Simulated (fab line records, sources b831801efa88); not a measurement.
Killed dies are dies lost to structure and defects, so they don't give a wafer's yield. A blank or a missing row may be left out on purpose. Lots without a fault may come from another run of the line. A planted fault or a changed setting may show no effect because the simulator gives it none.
A struck lot beside a sound one | flow gf180mcu | 14 steps out of a route of 602
Sound: wafers L781.3, L781.5, L781.6. Struck: wafers L789.2, L789.4, L789.5. The cause comes at the end.
At each step with rows: each side's tool, then ch and its chambers, then its first start. Under that, the readings that differ: sound wafers | struck wafers | difference of the means | sigmas: that difference in standard deviations of wafers without a fault.
alike: readings whose means differ by less than 2 such deviations, and words and numbers that are the same on both sides. not compared: withheld readings, readings that some wafer has no value for, bounds like >300 that may hide the same value, and numbers for which the record gives no deviation and whose values overlap.
The two part at a step that has a row with sigmas, a row that says differs or no value, or rows on one side only. Numbers that don't overlap but have no deviation are shown without sigmas and don't part them. A reading that every wafer of one side lacks parts them only if that side has two wafers or more.

first, 1 step without rows for these wafers: GF_HV_LDD_DEVELOP_18 (develop time 60 s).
GF_HV_LDD_CD_MEAS_19: target cd 400 nm.
  sound on cd_sem-02, day 14 12:49; struck on cd_sem-02, day 17 04:27
  alike: cd_nm
GF_HV_LDD_OVL_MEAS_20:
  sound on overlay-02, day 14 12:55; struck on overlay-01, day 17 04:33
  alike: HV_LDD_01_OVL
then, 1 step without rows for these wafers: GF_HV_LDD_IMPLANT_21.
GF_HV_LDD_STRIP_22: strips in O2/N2.
  sound on plasma_asher-02 ch 0,1, day 14 13:07; struck on plasma_asher-03 ch 0,1, day 17 04:44
  alike: drypump_motor_current_A, heater_power_w, n2_flow_sccm, oes_product_au, strip_time_to_endpoint_s
  not compared: rf_hours_counter_h
GF_HV_LDD_TW_MEAS_23:
  sound on film_metro-04, day 14 13:13; struck on film_metro-04, day 17 04:50
  alike: HV_LDD_2_TW
then, 6 steps without rows for these wafers: GF_HV_LDD_DEHYDRATE_24 (time 60 s); GF_HV_LDD_HMDS_25 (prime time 60 s); GF_HV_LDD_COAT_26 (resist thk 1000 nm); GF_HV_LDD_SOFTBAKE_27 (time 60 s); GF_HV_LDD_EXPOSE_28 (exposes mask Nplus HV AREA, target cd 400 nm); GF_HV_LDD_PEB_29.
GF_HV_LDD_DEVELOP_30: develop time 60 s.
  sound on litho_track-03 ch 0, day 15 10:14; struck on litho_track-03, day 18 03:28
  no value came back on the struck wafers for chill_plate_temp_C (C), develop_time_s (s), resist_line_temp_C (C); on the sound wafers chill_plate_temp_C (C) reads 23.25 23.22 23.11
GF_HV_LDD_CD_MEAS_31: target cd 400 nm.
  sound on cd_sem-01, day 15 10:22; struck on cd_sem-02, day 18 03:36
  reading    | sound             | struck | difference                    | sigmas
  cd_nm (nm) | 397.7 397.2 397.9 | - - -  | no value on the struck wafers |

WHERE THEY PART
First at GF_HV_LDD_DEVELOP_30; last, within this record, at GF_HV_LDD_CD_MEAS_31.

WHY: what the simulator had put in
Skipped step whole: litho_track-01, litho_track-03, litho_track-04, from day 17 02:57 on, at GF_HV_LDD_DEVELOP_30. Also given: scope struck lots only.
